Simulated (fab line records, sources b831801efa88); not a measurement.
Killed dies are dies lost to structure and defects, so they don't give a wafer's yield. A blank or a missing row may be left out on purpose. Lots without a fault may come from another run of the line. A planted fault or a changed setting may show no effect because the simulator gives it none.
A struck lot beside a sound one | flow gf180mcu | 13 steps out of a route of 602
Sound: wafers L550.1, L550.3, L550.6. Struck: wafers L547.1, L547.2, L547.4. The cause comes at the end.
At each step with rows: each side's tool, then ch and its chambers, then its first start. Under that, the readings that differ: sound wafers | struck wafers | difference of the means | sigmas: that difference in standard deviations of wafers without a fault.
alike: readings whose means differ by less than 2 such deviations, and words and numbers that are the same on both sides. not compared: withheld readings, readings that some wafer has no value for, bounds like >300 that may hide the same value, and numbers for which the record gives no deviation and whose values overlap.
The two part at a step that has a row with sigmas, a row that says differs or no value, or rows on one side only. Numbers that don't overlap but have no deviation are shown without sigmas and don't part them. A reading that every wafer of one side lacks parts them only if that side has two wafers or more.

first, 3 steps without rows for these wafers: GF_STI_EXPOSE_09 (exposes mask COMP, target cd 220 nm); GF_STI_PEB_10 (peb time 90 s); GF_STI_DEVELOP_11 (develop time 60 s).
GF_STI_CD_MEAS_12: target cd 220 nm.
  sound on cd_sem-01, day 5 02:04; struck on cd_sem-01, day 4 10:16
  reading    | sound             | struck            | difference | sigmas
  cd_nm (nm) | 218.1 217.4 217.1 | 220.8 221.0 220.9 | +3.4       | +2
GF_STI_ETCH_13: etches the open film in CHF3/O2, stops on Si, target depth 282.31 nm, time 112.9 s.
  sound on rie_diel-01 ch 2,3, day 5 02:11; struck on rie_diel-04 ch 0,1,2, day 4 10:23
  alike: O2_flow_sccm, bias_w, drypump_motor_current_A, oes_product_au, throttle_valve_pct
  not compared: rf_hours_counter_h
GF_STI_ETCH_14: etches Si in HBr/Cl2/O2, target depth 360 nm, time 102.9 s.
  sound on rie_si-01 ch 0,1, day 5 02:16; struck on rie_si-02 ch 0,1,3, day 4 10:28
  alike: O2_flow_sccm, bias_w, drypump_motor_current_A, he_backside_leak_sccm, oes_product_au, throttle_valve_pct
  not compared: rf_hours_counter_h
GF_STI_STRIP_15: strips in O2/N2.
  sound on plasma_asher-01 ch 0,1, day 5 02:20; struck on plasma_asher-03 ch 0,1, day 4 10:32
  reading                      | sound          | struck         | difference | sigmas
  strip_time_to_endpoint_s (s) | 3.65 3.69 3.68 | 3.74 3.71 3.81 | +0.08      | +2
  alike: drypump_motor_current_A, heater_power_w, oes_product_au
  not compared: rf_hours_counter_h
then, 5 steps without rows for these wafers: GF_STI_CLEAN_16 (cleans in dHF, time 25 s); GF_STI_WET_ETCH_17 (etches Si3N4 in H3PO4, target depth 45 nm, time 514 s); GF_STI_CLEAN_18 (cleans in SC1/SC2, time 150 s); GF_STI_CLEAN_19 (cleans in dHF, time 20 s); GF_STI_WET_ETCH_20 (etches SiO2 in dHF, target depth 20 nm, time 400 s).
GF_STI_OXIDATION_21: stabilise 600 s, purge 300 s, target thk 15 nm.
  sound on furnace-01 ch 0, day 5 03:44; struck on furnace-01, day 4 10:59
  no value came back on the struck wafers for any of 5 readings (ox_temp_c (C), ox_temp_c_max and others); on the sound wafers ox_temp_c (C) reads 999.5 999.9 1000.4

WHERE THEY PART
First at GF_STI_CD_MEAS_12; last, within this record, at GF_STI_OXIDATION_21.

WHY: what the simulator had put in
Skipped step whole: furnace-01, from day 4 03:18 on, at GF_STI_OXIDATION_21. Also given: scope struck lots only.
